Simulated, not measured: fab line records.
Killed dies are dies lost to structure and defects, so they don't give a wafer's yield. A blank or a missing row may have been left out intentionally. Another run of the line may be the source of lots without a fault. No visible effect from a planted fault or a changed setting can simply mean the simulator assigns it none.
What tool caused it?    flow sky130    12 lots with 36 wafers sampled at 2 steps, on a route of 708 steps

## WHAT THE GAUGES SHOWED, per wafer
SKY_VIA1_BOW_MEAS_03. Usual: for VIA1_BOW the level is 81 um and the standard deviation is 7.
lot   measured      on             VIA1_BOW (um)  flag
L364  day 32 18:37  film metro-01  86 79 85       
L366  day 33 04:47  film metro-04  84 81 74       
L371  day 35 05:25  film metro-03  71 71 67       
L370  day 35 06:56  film metro-04  78 78 83       
L372  day 35 12:35  film metro-03  89 90 79       
L373  day 36 21:37  film metro-03  77 74 99       
L374  day 36 21:58  film metro-01  79 80 76       
L375  day 37 03:16  film metro-03  70 79 73       
L381  day 37 23:51  film metro-01  74 87 76       
L383  day 39 00:56  film metro-04  73 78 80       
L386  day 39 15:08  film metro-03  79 81 68       
L387  day 39 17:31  film metro-04  86 81 76       

## TOOL THAT RAN EACH LOT (tool first, then ch and the chambers of the sampled wafers, then the start)
lot   SKY_METAL1_SPUTTER_00
L364  pvd sputter-03, day 31 12:59
L366  pvd sputter-03, day 32 00:13
L371  pvd sputter-02, day 34 00:47
L370  pvd sputter-02, day 34 02:32
L372  pvd sputter-01, day 34 08:33
L373  pvd sputter-02, day 35 17:24
L374  pvd sputter-01, day 35 17:42
L375  pvd sputter-03, day 35 23:17
L381  pvd sputter-02, day 36 19:53
L383  pvd sputter-02, day 37 21:58
L386  pvd sputter-02, day 38 13:14
L387  pvd sputter-01, day 38 15:07
- SKY_METAL1_SPUTTER_00: material Ti, target thk 15 nm, time 10 s.

## WHAT THE TOOLS THEMSELVES READ (means of the sampled wafers that have a number; where no wafer has one, the mark that the record gives instead)
SKY_METAL1_SPUTTER_00. Usual: throttle valve pct reads 30.2 % (standard deviation 1.1).
lot   tool            throttle valve pct (%)  flag
L364  pvd sputter-03  28.8                    
L366  pvd sputter-03  29.2                    
L371  pvd sputter-02  30.3                    
L370  pvd sputter-02  30.7                    
L372  pvd sputter-01  29.8                    
L373  pvd sputter-02  31.2                    
L374  pvd sputter-01  30.4                    
L375  pvd sputter-03  30.0                    
L381  pvd sputter-02  30.8                    
L383  pvd sputter-02  30.4                    
L386  pvd sputter-02  30.2                    
L387  pvd sputter-01  29.5                    

## THE ANSWER, worked out from the rows above alone
Rule: a lot is off if the mean of its wafers that have a number lies more than 3 standard deviations from the usual mean. Also off: a lot with no number at a reading for which 4 or more lots have one. The other lots that the step has rows for count as sound. Order of review: gauges by route order, followed by the tools' own readings, for which a lot's mean as printed above is used. At the first step where some lot is off, the reading lying furthest off is the one used; lots without a number count as furthest.
Nothing can be told from this: no lot is off at any reading shown.

## WHAT HAD BEEN PUT IN BY THE SIMULATOR
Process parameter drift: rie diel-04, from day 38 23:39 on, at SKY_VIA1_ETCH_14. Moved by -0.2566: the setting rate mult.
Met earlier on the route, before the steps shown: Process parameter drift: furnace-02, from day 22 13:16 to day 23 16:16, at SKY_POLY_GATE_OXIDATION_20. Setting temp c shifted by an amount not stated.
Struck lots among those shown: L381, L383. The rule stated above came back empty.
